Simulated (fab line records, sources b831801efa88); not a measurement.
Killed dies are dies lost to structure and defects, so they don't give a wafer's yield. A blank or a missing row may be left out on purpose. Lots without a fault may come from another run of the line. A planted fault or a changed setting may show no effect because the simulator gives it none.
One fault seen from 2 desks | flow gf180mcu | each desk has only its own numbers; what lay behind them comes last

THE METROLOGY DESK
What the gauges read, lot by lot, whatever tool the lot ran on: means of the sampled wafers that have a number. A lot is out of limits, marked OUT, if its mean lies more than 4 standard deviations from the usual mean; the brackets give that distance.
Columns: A = cd_nm at GF_V5_CD_MEAS_14, usual 259.9 nm
lot  | first seen here | A
L742 | day 27 13:46    | 260.5
L744 | day 28 05:52    | 259.8
L746 | day 28 17:10    | 260.8
L748 | day 29 10:50    | 260.5
L750 | day 29 18:31    | 261.4
L752 | day 30 12:25    | 259.0
L753 | day 30 19:59    | 260.2
L754 | day 31 03:22    | 259.0
L755 | day 31 09:13    | 260.2
L756 | day 31 17:40    | 262.1
L758 | day 32 02:22    | 261.3
L759 | day 32 10:32    | 259.4
L760 | day 32 13:19    | 259.0
L763 | day 33 08:28    | 261.0
This desk's finding: nothing out of limits on any of the 14 lots.

THE TOOL OWNER'S DESK: litho_track-02
The tool's own readings at GF_M5_PEB_05 (peb time 90 s): means of the sampled wafers that have a number, for each lot that ran on this tool. A lot is out of limits, marked OUT, if its mean lies more than 4 standard deviations from the usual mean; the brackets give that distance.
Columns: A = heater_power_total_W at GF_M5_PEB_05, usual 85.70 W; B = plate_temp_C at GF_M5_PEB_05, usual 134.96 C
lot  | first seen here | A                | B
L742 | day 26 15:04    | 85.76            | 135.00
L752 | day 29 16:28    | 85.65            | 134.93
L753 | day 30 00:56    | 85.68            | 135.17
L755 | day 30 13:49    | 85.01 (-8.1) OUT | 134.17 (-6.1) OUT
L756 | day 30 22:31    | 85.00 (-8.1) OUT | 134.07 (-6.8) OUT
L758 | day 31 07:34    | 84.98 (-8.3) OUT | 134.11 (-6.5) OUT
L759 | day 31 15:50    | 84.92 (-9.1) OUT | 134.15 (-6.2) OUT
This desk's finding: out of limits on L755, L756, L758, L759; first on L755, day 30 13:49 (heater_power_total_W at GF_M5_PEB_05). In limits: L742, L752, L753.

PUT TOGETHER
The tool owner's desk could have raised an alarm at day 30 13:49, on L755, L756, L758, L759.
The metrology desk saw nothing out of limits.
The metrology desk has L755, L756, L758, L759 on record, within its limits.
Of the lots named, all ran GF_M5_PEB_05 on litho_track-02.

WHAT THE SIMULATOR HAD PUT IN
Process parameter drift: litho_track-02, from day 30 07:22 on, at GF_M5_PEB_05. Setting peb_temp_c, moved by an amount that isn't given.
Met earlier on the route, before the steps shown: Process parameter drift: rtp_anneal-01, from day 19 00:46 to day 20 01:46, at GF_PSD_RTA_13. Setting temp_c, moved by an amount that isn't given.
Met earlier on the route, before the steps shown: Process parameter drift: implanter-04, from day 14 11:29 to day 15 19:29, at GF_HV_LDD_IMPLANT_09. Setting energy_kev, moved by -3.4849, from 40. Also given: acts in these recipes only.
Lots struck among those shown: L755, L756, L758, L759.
Hours from the fault's start to each desk's first reading out of limits: the tool owner's desk, 6.
